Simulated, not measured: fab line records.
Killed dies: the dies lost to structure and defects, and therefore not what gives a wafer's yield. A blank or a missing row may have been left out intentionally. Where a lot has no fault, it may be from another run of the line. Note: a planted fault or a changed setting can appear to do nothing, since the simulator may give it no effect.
Code-filled problem report in 8D (eight disciplines) form -- flow gf180mcu -- the parts of the form that need people (team, actions taken, sign-off) are left out

1. WHAT IS WRONG
At GF_SALICIDE_RTA_08, wafer_temp_C_max averages 735.7 over 9 wafers from 3 lots, while fault-free wafers read 804.2, standard deviation 1.1. Relative to the usual mean, that is a shift of -62 standard deviations.
The step: time 30 s.
The first sign was on wafer L478.2 at day 18 16:35, on rtp-anneal-02. The record has a number at this step for 42 wafers belonging to 14 lots. Rule for "out", or "out of limits": more than 4 standard deviations from the usual mean. Any other wafer with a number is counted as sound.

2. WHAT IT IS, WHAT IT ISN'T
question,is,is not
which readings at this step,"wafer_temp_C_max, lamp-power-pct",chamber-o2-ppm
which lots,"L478, L479, L480","L472, L473, L474, L475, L477, L481, L482, L488, L489, L492, L493"
which wafers of those lots,all that have a number,-
read on which tools,rtp-anneal-02,rtp-anneal-01
when,from day 18 16:35,"up to then (15 sound wafers); but 18 sound wafers of L481, L482, L488, L489, L492, L493 came after"

3. THE SUSPECTS, EACH WITH WHAT RULES IT OUT
Counting: a tool stays on the suspect list if, at a process step up to the reading, it processed all lots that are out and no sound lot following the first of them.
- rtp-anneal-02 at GF_SALICIDE_RTA_08 (time 30 s): ruled out as a lasting fault. Sound lots L492 ran on it after its first lot that is out, L478 (day 18 16:35).
Left after counting: nothing in the record.

4. THE CAUSE (what the simulator had put in)
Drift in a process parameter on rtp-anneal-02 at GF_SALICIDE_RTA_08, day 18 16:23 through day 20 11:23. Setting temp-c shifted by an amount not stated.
Counting ruled it out, wrongly.

5. SEQUENCE OF EFFECTS, ordered by route
One row per reading whose mean, taken over the struck wafers that have a number, lies over 3 standard deviations from the usual. Readings are gone through only where the record gives a usual standard deviation; hours: the median, over the lots, of the time from a lot's start at the first step in this table giving one to that lot's start at this step; sigmas: the change measured in usual standard deviations.
hours,step,reading,usual,on struck wafers,change,sigmas
0,GF_SALICIDE_RTA_08,lamp-power-pct,16.38 %,13.02,-3.36,-15
0,GF_SALICIDE_RTA_08,wafer_temp_C_max,804.2,735.7,-68.5,-62
Its process steps:
- GF_SALICIDE_RTA_08: time 30 s.
Later measuring or inspecting steps at which every struck wafer that the step has a row for has a number for every such reading, and none has moved that far: GF_CONTACT_OVL_MEAS_15.

6. HOW IT WOULD HAVE BEEN CAUGHT EARLIER
0 hours passed between the start of the fault at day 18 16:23 and the first reading out of limits in this record, taken at day 18 16:35.
